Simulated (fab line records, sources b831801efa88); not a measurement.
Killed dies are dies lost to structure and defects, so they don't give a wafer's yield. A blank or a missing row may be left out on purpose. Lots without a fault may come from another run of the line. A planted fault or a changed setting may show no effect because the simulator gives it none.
Which tool did it? | flow gf180mcu | 12 lots, 36 wafers sampled, at 2 steps of a route of 602

WHAT THE GAUGES READ, wafer by wafer
GF_V3_THK_MEAS_03.
lot  | measured     | on            | V3_CVD_02_THK (nm)
L075 | day 22 05:52 | film_metro-02 | 838 843 864
L076 | day 22 10:51 | film_metro-01 | 842 839 861
L079 | day 23 05:01 | film_metro-02 | 835 846 841
L081 | day 23 22:46 | film_metro-01 | 846 848 840
L083 | day 24 21:56 | film_metro-03 | 855 845 858
L085 | day 25 12:10 | film_metro-01 | 834 843 847
L087 | day 26 07:10 | film_metro-01 | 847 842 848
L088 | day 26 21:56 | film_metro-01 | 847 854 863
L090 | day 27 12:45 | film_metro-03 | 844 840 851
L093 | day 28 06:10 | film_metro-03 | 837 851 857
L094 | day 28 09:34 | film_metro-03 | 839 852 851
L097 | day 29 03:59 | film_metro-01 | 842 834 860

WHICH TOOL RAN EACH LOT (tool, then ch and the chambers of the sampled wafers, then the start)
lot  | GF_M1_STRIP_17
L075 | plasma_asher-04 ch 0,1, day 17 15:31
L076 | plasma_asher-01 ch 0, day 18 03:38
L079 | plasma_asher-01 ch 0,1, day 19 00:38
L081 | plasma_asher-01 ch 0,1, day 19 18:35
L083 | plasma_asher-01 ch 0,1, day 20 19:19
L085 | plasma_asher-01 ch 0,1, day 21 11:01
L087 | plasma_asher-01 ch 0,1, day 22 07:22
L088 | plasma_asher-01 ch 0,1, day 22 23:43
L090 | plasma_asher-01 ch 0,1, day 23 15:23
L093 | plasma_asher-01 ch 0,1, day 24 11:17
L094 | plasma_asher-01 ch 0,1, day 24 15:32
L097 | plasma_asher-02 ch 0,1, day 25 11:23
- GF_M1_STRIP_17: strips in O2/N2.

THE ANSWER, worked out from the rows above alone
Rule: what is usual is taken from the lots themselves. Put in order of their means at a reading, lots are off if they are a third of the lots or fewer, leave a main group of 4 or more, and stand apart from it by a gap of 3 or more times the standard deviation of the main group's means; of several such gaps the widest counts. A main group whose means are all the same, to the digits that the tables above print for the reading, isn't used. A lot without any number at a reading at which 4 lots or more have one is off too. The other lots that the step has rows for count as sound.
No lot is off at any reading shown: from this, nothing can be told.

WHAT THE SIMULATOR HAD PUT IN
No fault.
